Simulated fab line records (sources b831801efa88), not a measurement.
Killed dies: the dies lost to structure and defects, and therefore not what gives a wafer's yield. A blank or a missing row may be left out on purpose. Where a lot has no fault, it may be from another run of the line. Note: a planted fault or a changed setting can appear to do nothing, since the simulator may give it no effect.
Which tool is to blame? || flow gf180mcu || 21 wafers from 7 lots sampled at 2 of the route's 602 steps

== WHAT THE GAUGES SHOWED, per wafer ==
GF_MVSD_TW_MEAS_11.
{"lot": "L225", "measured": "day 4 18:16", "on": "film_metro-03", "MVSD_TW": "1558 1565 1558"}
{"lot": "L228", "measured": "day 5 10:39", "on": "film_metro-02", "MVSD_TW": "1580 1574 1568"}
{"lot": "L231", "measured": "day 6 05:31", "on": "film_metro-04", "MVSD_TW": "1932 1937 1927"}
{"lot": "L237", "measured": "day 7 14:23", "on": "film_metro-02", "MVSD_TW": "1580 1578 1588"}
{"lot": "L241", "measured": "day 8 13:39", "on": "film_metro-02", "MVSD_TW": "1572 1579 1577"}
{"lot": "L245", "measured": "day 9 14:38", "on": "film_metro-04", "MVSD_TW": "1566 1570 1567"}
{"lot": "L247", "measured": "day 10 00:04", "on": "film_metro-02", "MVSD_TW": "1577 1588 1582"}

== WHICH TOOL RAN EACH LOT (tool, then ch and the chambers of the sampled wafers, then the start) ==
{"lot": "L225", "GF_MVSD_IMPLANT_08": "implanter-02 ch 0, day 4 17:53"}
{"lot": "L228", "GF_MVSD_IMPLANT_08": "implanter-02 ch 0, day 5 10:15"}
{"lot": "L231", "GF_MVSD_IMPLANT_08": "implanter-01 ch 0, day 6 04:47"}
{"lot": "L237", "GF_MVSD_IMPLANT_08": "implanter-01 ch 0, day 7 13:59"}
{"lot": "L241", "GF_MVSD_IMPLANT_08": "implanter-01 ch 0, day 8 13:15"}
{"lot": "L245", "GF_MVSD_IMPLANT_08": "implanter-02 ch 0, day 9 14:14"}
{"lot": "L247", "GF_MVSD_IMPLANT_08": "implanter-02 ch 0, day 9 23:41"}
- GF_MVSD_IMPLANT_08

== THE ANSWER, worked out from the rows above alone ==
Rule: usual is defined by the lots themselves. Put in order of their means at a reading, lots are off if they are a third of the lots or fewer, leave a main group of 4 or more, and stand apart from it by a gap of 3 or more times the standard deviation of the main group's means; of several such gaps the widest counts. If all means in a main group match to the digits the tables above print for the reading, that group is not used. Also off: a lot with no number at a reading for which 4 or more lots have one. Where the step has rows for the other lots, those lots are counted as sound.
Off: at GF_MVSD_TW_MEAS_11 (MVSD_TW), L231. Mean 1574 and standard deviation 7.8 in the main group.
A tool fits if, at a process step before that reading, it ran every lot that is off, and no sound lot after the first of them. The gauges at GF_MVSD_TW_MEAS_11 are tried like those tools. Of those tried, none fits.

== WHAT THE SIMULATOR HAD PUT IN ==
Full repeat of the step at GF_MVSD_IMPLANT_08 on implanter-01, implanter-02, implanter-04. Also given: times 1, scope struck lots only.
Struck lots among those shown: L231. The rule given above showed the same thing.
